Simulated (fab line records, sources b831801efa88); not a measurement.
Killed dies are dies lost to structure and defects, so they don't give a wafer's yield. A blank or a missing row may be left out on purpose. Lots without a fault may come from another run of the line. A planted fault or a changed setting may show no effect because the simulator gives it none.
fab line records | flow sky130
record lots=12 wafers=36 last_day=50
route steps=708 shown CAPM@539 PAD_OPEN@708
lots that met no fault: from a run of the same line without faults
start_h: hours from the record's first day to the start of the lot's first wafer shown | wait_h: hours since the lot's step before | " the same as in the row above | L1.1+2: a row that stands for several wafers | - no value, or no start given | * or withheld: withheld | < > ~ a bound
route shown NAME@n: a module of which the file shows steps, and the number in the route of the first | usual: mean/standard deviation of fault-free wafers | same: alike in all rows | chamber/n: place in a boat | sites: the reading at each site | _std_site: their standard deviation | _edge_site: outer sites' mean less inner sites' | radius_mm: how far each site lies from the wafer's centre | mask NAME#n: copy n | behind: the tool/chamber that last shaped the wafer | hold: why the lot was held/for how many hours/how that ended | device: the transistor (n, p or np) that didn't switch | end of line: the same wafers' tests at the end of the route | a step without rows: its recipe alone | killed: dies lost to structure and defects at the first sort, not the wafer's yield | map: a wafer's dies, x killed, . not, _ none there
set.NAME: the setting as run; set.NAME@STEP: as run at that earlier step | model.NAME: the simulator's own value behind a step, which no gauge read
steps of the route over a sample of lots; a table a step, a row a wafer
services: from which hour (start_h, from the record's first day; less than 0 if before it) a tool's chamber was out of use, for how many hours, and why
## steps
# step SKY_CAPM_SPUTTER_02
# recipe material=TiN target_thk_nm=200 temp_c=300 power_w=6500 time_s=166.7 chamber_pressure_pa=0.4
# usual cathode_dc_power_W=6499.9/1.1 chamber_pressure_pa=0.3999/0.00079 susceptor_temp_C=300.02/0.19 throttle_valve_pct=29.7/1
# columns lot.wafer tool chamber start_h wait_h cathode_dc_power_W chamber_pressure_pa susceptor_temp_C throttle_valve_pct
L526.1 pvd_sputter-02 - 869.46 0.1 6498.3 0.3993 300.11 28.6
L526.2 " - " " 6498.2 0.3998 300.12 29.2
L526.5 " - " " 6500.3 0.3993 299.93 29.5
L527.2 pvd_sputter-04 - 876.02 0.0 6499.3 0.4003 299.98 27.5
L527.4 " - " " 6499.1 0.3985 300.09 27.8
L527.5 " - " " 6500.5 0.3991 300.25 30.3
L528.2 pvd_sputter-02 - 881.12 0.0 6499.9 0.3990 300.12 29.9
L528.3 " - " " 6500.0 0.3994 300.15 29.0
L528.5 " - " " 6500.6 0.3992 300.23 30.2
L531.1 pvd_sputter-02 - 909.73 0.1 6500.4 0.3991 299.99 29.1
L531.4 " - " " 6499.6 0.4000 299.60 30.7
L531.5 " - " " 6500.9 0.4006 299.93 29.0
L530.4 pvd_sputter-01 - 911.36 0.1 6501.4 0.3994 299.97 30.8
L530.5 " - " " 6497.9 0.3997 299.97 31.5
L530.6 " - " " 6499.8 0.3990 300.00 29.7
L533.2 pvd_sputter-02 - 919.21 0.0 6498.7 0.4011 299.77 29.9
L533.3 " - " " 6500.2 0.3984 299.98 29.3
L533.6 " - " " 6499.7 0.4003 299.90 30.1
L535.1 pvd_sputter-01 - 927.45 0.1 6498.1 0.3998 299.94 30.7
L535.4 " - " " 6498.0 0.4011 299.59 31.8
L535.5 " - " " 6500.0 0.4005 299.83 31.3
L534.3 pvd_sputter-04 - 929.04 0.0 6501.9 0.4011 300.14 30.9
L534.4 " - " " 6498.8 0.4005 299.87 27.5
L534.5 " - " " 6498.3 0.4003 300.39 29.9
L538.4 pvd_sputter-01 - 951.31 0.0 6500.3 0.4005 300.28 30.7
L538.5 " - " " 7150.6 0.4006 300.00 30.8
L538.6 " - " " 6499.6 0.4000 300.25 30.6
L542.2 pvd_sputter-02 - 980.37 0.0 6499.4 0.3993 300.17 28.8
L542.4 " - " " 6497.5 0.4002 299.88 29.1
L542.6 " - " " 6498.5 0.3995 300.26 28.6
L545.1 pvd_sputter-04 - 999.68 0.1 6501.4 0.4003 299.93 30.8
L545.3 " - " " 6500.0 0.4011 300.04 28.7
L545.6 " - " " 6499.0 0.4004 300.09 30.4
L548.2 pvd_sputter-02 - 1015.43 0.0 6500.0 0.4007 300.24 30.1
L548.3 " - " " 6500.7 0.4014 299.99 28.5
L548.4 " - " " 6500.5 0.3983 300.14 29.2
# step SKY_CAPM_RS_MEAS_03
# recipe thk_meas_gauge=four-point-probe reads=TiN_of_CAPM_SPUTTER_02
# usual CAPM_TIN_RS=6.93/0.089
# columns lot.wafer tool chamber start_h wait_h hold CAPM_TIN_RS[ohm/sq]
L526.1 film_metro-04 - 869.57 0.1 - 6.88
L526.2 " - " " - 6.91
L526.5 " - " " - 6.90
L527.2 film_metro-03 - 876.15 0.1 - 6.93
L527.4 " - " " - 6.88
L527.5 " - " " - 6.84
L528.2 film_metro-01 - 881.25 0.1 - 7.04
L528.3 " - " " - 6.83
L528.5 " - " " - 7.00
L531.1 film_metro-03 - 909.84 0.1 - 7.03
L531.4 " - " " - 7.11
L531.5 " - " " - 6.96
L530.4 film_metro-03 - 911.48 0.1 - 6.83
L530.5 " - " " - 6.78
L530.6 " - " " - 6.87
L533.2 film_metro-01 - 919.34 0.1 - 7.04
L533.3 " - " " - 6.96
L533.6 " - " " - 7.10
L535.1 film_metro-01 - 927.56 0.1 - 6.81
L535.4 " - " " - 6.82
L535.5 " - " " - 6.80
L534.3 film_metro-01 - 929.19 0.1 - 6.98
L534.4 " - " " - 7.05
L534.5 " - " " - 6.94
L538.4 film_metro-01 - 951.48 0.1 await_dispo/0.2h/release 6.88
L538.5 " - " " await_dispo/0.2h/release 6.23
L538.6 " - " " await_dispo/0.2h/release 6.88
L538.4 film_metro-01 - 951.77 0.3 - 6.86
L538.5 " - " " - 6.22
L538.6 " - " " - 6.88
L542.2 film_metro-01 - 980.49 0.1 - 7.06
L542.4 " - " " - 7.12
L542.6 " - " " - 7.03
L545.1 film_metro-01 - 999.79 0.1 - 6.95
L545.3 " - " " - 6.89
L545.6 " - " " - 6.93
L548.2 film_metro-01 - 1015.56 0.1 - 6.92
L548.3 " - " " - 6.81
L548.4 " - " " - 6.79
# step SKY_CAPM_THK_MEAS_04
# recipe thk_meas_gauge=xrf reads=TiN_of_CAPM_SPUTTER_02
# usual CAPM_TIN_THK=201.8/2.7
# columns lot.wafer tool chamber start_h wait_h hold CAPM_TIN_THK[nm]
L526.1 film_metro-04 - 869.69 0.1 - 202.2
L526.2 " - " " - 201.8
L526.5 " - " " - 201.8
L527.2 film_metro-03 - 876.26 0.1 - 202.4
L527.4 " - " " - 202.4
L527.5 " - " " - 203.6
L528.2 film_metro-01 - 881.36 0.1 - 199.9
L528.3 " - " " - 205.3
L528.5 " - " " - 200.3
L531.1 film_metro-03 - 909.96 0.1 - 197.9
L531.4 " - " " - 195.9
L531.5 " - " " - 199.2
L530.4 film_metro-03 - 911.57 0.1 - 203.3
L530.5 " - " " - 204.8
L530.6 " - " " - 202.4
L533.2 film_metro-01 - 919.45 0.1 - 198.9
L533.3 " - " " - 202.5
L533.6 " - " " - 197.5
L535.1 film_metro-01 - 927.68 0.1 - 205.4
L535.4 " - " " - 206.6
L535.5 " - " " - 206.6
L534.3 film_metro-01 - 929.29 0.1 - 201.4
L534.4 " - " " - 199.7
L534.5 " - " " - 202.6
L538.4 film_metro-01 - 953.15 1.4 await_dispo/0.2h/release 204.1
L538.5 " - " " await_dispo/0.2h/release 224.9
L538.6 " - " " await_dispo/0.2h/release 204.4
L538.4 film_metro-01 - 953.37 0.2 - 204.0
L538.5 " - " " - 225.1
L538.6 " - " " - 203.9
L542.2 film_metro-01 - 980.60 0.1 - 198.6
L542.4 " - " " - 197.7
L542.6 " - " " - 200.0
L545.1 film_metro-01 - 999.91 0.1 - 202.2
L545.3 " - " " - 204.5
L545.6 " - " " - 203.7
L548.2 film_metro-01 - 1015.67 0.1 - 202.6
L548.3 " - " " - 206.5
L548.4 " - " " - 206.4
# step SKY_CAPM_METAL_ETCH_13
# recipe target_depth_nm=220 stop_on=SiO2 chemistry=Cl2/BCl3 target=TiN pressure_mtorr=10 icp_w=900 bias_w=48.5 Cl2_flow_sccm=60 bcl3_flow_sccm=30 time_s=62.9
# usual chamber_pressure_mTorr=10.000/0.0093 drypump_motor_current_A=5.4/0.65 mfc_cl2_sccm=60.00/0.19 oes_product_au=0.940/0.0085 throttle_valve_pct=21.902/0.0092
# columns lot.wafer tool chamber start_h wait_h chamber_pressure_mTorr drypump_motor_current_A mfc_cl2_sccm oes_product_au rf_hours_counter_h throttle_valve_pct
L526.1 rie_metal-02 1 895.41 0.0 9.994 6.5 59.84 0.941 17 21.891
L526.2 " 0 " " 10.006 5.0 60.02 0.940 6 21.890
L526.5 " 1 " " 9.995 6.4 59.81 0.943 - 21.894
L527.2 rie_metal-04 1 901.61 0.0 9.994 5.1 60.06 0.934 8 21.896
L527.4 " 1 " " 10.006 5.1 60.17 0.946 - 21.894
L527.5 " 1 " " 9.988 5.1 60.06 0.937 - 21.900
L528.2 rie_metal-02 1 906.80 0.0 10.000 6.5 60.25 0.936 18 21.907
L528.3 " 0 " " 10.022 5.0 60.17 0.946 - 21.900
L528.5 " 1 " " 9.999 6.5 60.21 0.933 - 21.910
L531.1 rie_metal-02 0 934.81 0.0 9.994 5.0 59.99 0.938 9 21.890
L531.4 " 0 " " 10.008 5.0 60.22 0.926 - 21.919
L531.5 " 0 " " 10.009 5.0 59.92 0.934 - 21.905
L530.4 rie_metal-03 0 935.51 0.0 10.017 5.2 59.98 0.943 - 21.890
L530.5 " 0 " " 9.990 5.2 60.25 0.954 - 21.905
L530.6 " 1 " " 10.005 4.7 59.83 0.943 - 21.903
L533.2 rie_metal-02 0 944.14 0.0 9.997 5.0 59.98 0.928 - 21.908
L533.3 " 0 " " 9.999 5.0 60.37 0.955 - 21.916
L533.6 " 0 " " 9.992 5.0 60.24 0.924 - 21.923
L535.1 rie_metal-04 1 951.85 0.0 9.994 5.1 59.82 0.952 10 21.891
L535.4 " 1 " " 10.000 5.1 59.95 0.952 - 21.899
L535.5 " 0 " " 9.999 6.2 59.78 0.950 - 21.892
L534.3 rie_metal-03 1 952.54 0.0 9.998 4.7 60.21 0.935 - 21.907
L534.4 " 0 " " 9.989 5.2 60.25 0.930 - 21.918
L534.5 " 0 " " 10.010 5.2 60.21 0.935 - 21.892
L538.4 rie_metal-04 0 975.71 0.0 9.988 6.3 60.09 0.944 - 21.891
L538.5 " 0 " " 10.011 6.3 60.02 1.005 - 21.876
L538.6 " 1 " " 10.005 5.1 59.98 0.949 - 21.897
L542.2 rie_metal-03 1 1004.16 0.0 9.990 4.7 60.16 0.925 - 21.901
L542.4 " 1 " " 10.000 4.7 60.06 0.922 - 21.902
L542.6 " 1 " " 10.002 4.7 59.85 0.939 - 21.921
L545.1 rie_metal-02 0 1022.71 0.0 10.007 5.0 59.75 0.936 14 21.898
L545.3 " 1 " " 9.996 6.4 60.03 0.933 - 21.901
L545.6 " 0 " " 10.007 5.0 59.80 0.934 - 21.907
L548.2 rie_metal-04 1 1038.84 0.0 9.988 5.1 60.11 0.944 15 21.883
L548.3 " 1 " " 10.008 5.1 60.12 0.946 - 21.892
L548.4 " 0 " " 10.007 6.3 60.08 0.957 - 21.892
# step SKY_PAD_OPEN_PROBE_99
# usual defect_limited_yield=82.6/1.8 killed_at_M0_to_M3=43/6.6 killed_at_M4_up=2.9/1.6 killed_at_contacts=24/4.9 killed_at_front_end=15/4.5 killed_at_other=0.2/0.45 killed_dies=86/8.8 killed_open=48/6.4 killed_short=38/5.6
# same gross_dies=492 killed_at_back_side=0
# columns lot.wafer tool chamber start_h wait_h defect_limited_yield[%] killed_at_M0_to_M3 killed_at_M4_up killed_at_contacts killed_at_front_end killed_at_other killed_dies killed_open killed_short
L531.1 prober-02 - 1124.93 0.1 80.7 48 1 23 23 0 95 58 37
L531.4 prober-02 - 1125.08 0.2 83.1 35 4 29 15 0 83 45 38
L531.5 prober-02 - 1125.13 0.2 83.1 37 2 31 13 0 83 35 48
L533.2 prober-02 - 1133.44 0.1 81.5 46 3 17 24 1 91 51 40
L533.3 prober-02 - 1133.49 0.2 81.1 50 5 25 13 0 93 48 45
L533.6 prober-02 - 1133.64 0.2 81.3 48 1 24 19 0 92 53 39
L534.3 prober-01 - 1141.39 0.2 82.1 40 3 32 13 0 88 50 38
L534.4 prober-01 - 1141.44 0.2 85.4 42 0 18 12 0 72 36 36
L534.5 prober-01 - 1141.49 0.2 83.1 35 3 24 20 1 83 44 39
L538.4 prober-01 - 1157.63 0.2 81.3 57 2 20 12 1 92 53 39
L538.5 prober-01 - 1157.68 0.2 83.1 48 1 23 9 2 83 42 39
L538.6 prober-01 - 1157.73 0.2 80.7 57 3 21 14 0 95 56 39
L545.1 prober-02 - 1190.37 0.1 83.9 45 1 19 14 0 79 44 35
L545.3 prober-02 - 1190.47 0.2 81.5 41 3 30 16 1 91 42 49
L545.6 prober-02 - 1190.62 0.2 81.1 46 2 27 16 2 93 52 41
# killed by level:class
L531.1 VIA1:geometric_particle:open=10 VIA2:geometric_particle:open=9 FIELD_ISO:geometric_particle:short=8 FIELD_ISO:geometric_particle:open=6 LI_CONTACT:geometric_particle:open=6 VIA3:geometric_particle:open=6 CONTACT:geometric_particle:open=5 VIA3:geometric_particle:short=5
L531.4 VIA1:geometric_particle:open=9 CONTACT:geometric_particle:open=8 LI_CONTACT:geometric_particle:open=8 VIA2:geometric_particle:open=6 VIA3:geometric_particle:open=6 POLY_GATE:geometric_particle:short=5 LI_CONTACT:geometric_particle:short=5 VIA1:geometric_particle:short=5
L531.5 METAL1:geometric_particle:short=8 CONTACT:geometric_particle:short=8 LOCAL_INTERCONNECT:geometric_particle:short=7 VIA3:geometric_particle:open=7 LI_CONTACT:geometric_particle:open=6 CONTACT:geometric_particle:open=5 FIELD_ISO:geometric_particle:open=4 LI_CONTACT:geometric_particle:short=4
L533.2 VIA1:geometric_particle:open=11 VIA3:geometric_particle:open=9 METAL2:geometric_particle:short=6 FIELD_ISO:geometric_particle:short=5 FIELD_ISO:geometric_particle:open=5 POLY_GATE:geometric_particle:short=5 VIA3:geometric_particle:short=5 LI_CONTACT:geometric_particle:open=5
L533.3 VIA1:geometric_particle:open=13 METAL1:geometric_particle:short=9 LI_CONTACT:geometric_particle:open=8 VIA2:geometric_particle:open=7 VIA3:geometric_particle:open=7 FIELD_ISO:geometric_particle:short=5 CONTACT:geometric_particle:open=5 LOCAL_INTERCONNECT:geometric_particle:short=5
L533.6 CONTACT:geometric_particle:open=12 VIA1:geometric_particle:open=12 VIA2:geometric_particle:open=9 POLY_GATE:geometric_particle:open=7 VIA2:geometric_particle:short=7 VIA1:geometric_particle:short=6 VIA3:geometric_particle:open=5 FIELD_ISO:geometric_particle:short=4
L534.3 LI_CONTACT:geometric_particle:open=11 CONTACT:geometric_particle:open=10 VIA1:geometric_particle:open=9 FIELD_ISO:geometric_particle:open=8 VIA1:geometric_particle:short=6 VIA3:geometric_particle:short=4 LI_CONTACT:geometric_particle:short=4 METAL1:geometric_particle:short=4
L534.4 LI_CONTACT:geometric_particle:open=8 VIA1:geometric_particle:open=8 METAL1:geometric_particle:short=7 VIA3:geometric_particle:short=5 LI_CONTACT:geometric_particle:short=4 CONTACT:geometric_particle:open=4 VIA2:geometric_particle:open=4 VIA3:geometric_particle:open=4
L534.5 CONTACT:geometric_particle:open=13 VIA1:geometric_particle:open=12 FIELD_ISO:geometric_particle:short=7 VIA1:geometric_particle:short=5 METAL3:geometric_particle:short=5 FIELD_ISO:geometric_particle:open=4 LOCAL_INTERCONNECT:geometric_particle:short=4 CONTACT:geometric_particle:short=4
L538.4 VIA1:geometric_particle:open=11 VIA2:geometric_particle:open=9 CONTACT:geometric_particle:open=8 VIA3:geometric_particle:open=7 VIA1:geometric_particle:short=6 VIA3:geometric_particle:short=6 METAL2:geometric_particle:short=5 METAL3:geometric_particle:short=5
L538.5 VIA1:geometric_particle:open=12 CONTACT:geometric_particle:short=8 CONTACT:geometric_particle:open=8 VIA3:geometric_particle:open=7 VIA2:geometric_particle:open=6 METAL3:geometric_particle:short=6 VIA1:geometric_particle:short=5 POLY_GATE:geometric_particle:open=4
L538.6 VIA1:geometric_particle:open=23 VIA3:geometric_particle:open=9 CONTACT:geometric_particle:open=7 METAL1:geometric_particle:short=6 METAL2:geometric_particle:short=6 LI_CONTACT:geometric_particle:open=5 CONTACT:geometric_particle:short=5 VIA1:geometric_particle:short=4
L545.1 VIA1:geometric_particle:open=10 METAL1:geometric_particle:short=8 VIA2:geometric_particle:open=8 CONTACT:geometric_particle:open=7 FIELD_ISO:geometric_particle:open=5 LI_CONTACT:geometric_particle:open=5 CONTACT:geometric_particle:short=5 VIA1:geometric_particle:short=5
L545.3 CONTACT:geometric_particle:open=14 VIA1:geometric_particle:open=8 METAL1:geometric_particle:short=8 METAL2:geometric_particle:short=6 POLY_GATE:geometric_particle:short=5 CONTACT:geometric_particle:short=5 FIELD_ISO:geometric_particle:open=4 LI_CONTACT:geometric_particle:open=4
L545.6 VIA3:geometric_particle:open=12 VIA1:geometric_particle:open=10 LOCAL_INTERCONNECT:geometric_particle:short=8 CONTACT:geometric_particle:open=8 LI_CONTACT:geometric_particle:open=6 VIA2:geometric_particle:open=4 CONTACT:geometric_particle:short=4 VIA1:geometric_particle:short=4
## services
# columns tool chamber start_h hours kind
pvd_sputter-04 - 914.20 7.8 repair
pvd_sputter-01 - 916.24 2.6 repair
rie_metal-03 0 921.73 4.9 repair
rie_metal-03 0 927.25 2.4 repair
rie_metal-02 1 927.32 - clean
rie_metal-02 1 927.32 24.4 scheduled_down
rie_metal-02 1 927.32 24.4 vent_cycle
rie_metal-04 - 929.45 5.5 repair
pvd_sputter-04 - 970.04 1.4 repair
pvd_sputter-02 - 972.47 2.1 repair
pvd_sputter-04 - 985.09 1.1 repair
pvd_sputter-04 - 989.58 3.3 repair
rie_metal-03 0 994.03 - clean
rie_metal-03 0 994.03 28.8 scheduled_down
rie_metal-03 0 994.03 28.8 vent_cycle
pvd_sputter-01 - 994.09 2.0 repair
## key
first_sign step=SKY_CAPM_SPUTTER_02 reading=cathode_dc_power_W direction=up sigmas=99+ usual=6499.9 struck=7150.6
effect step=SKY_CAPM_RS_MEAS_03 reading=visit direction=added
effect step=SKY_CAPM_RS_MEAS_03 reading=CAPM_TIN_RS direction=down sigmas=7.9 usual=6.93 struck=6.23
effect step=SKY_CAPM_THK_MEAS_04 reading=visit direction=added
effect step=SKY_CAPM_THK_MEAS_04 reading=CAPM_TIN_THK direction=up sigmas=8.7 usual=201.8 struck=224.9
effect step=SKY_CAPM_METAL_ETCH_13 reading=oes_product_au direction=up sigmas=7.6 usual=0.940 struck=1.005
met_at SKY_CAPM_SPUTTER_02
struck_lots L538
struck_wafers L538.5
onset_between 927.45 951.31
fault kind=process_parameter_drift tool=pvd_sputter-01 chamber=- onset_h=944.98 steps=SKY_CAPM_SPUTTER_02 channel=power_w offset=* shape=step end_h=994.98 acts_in=* stated=* scope=struck_wafers_only
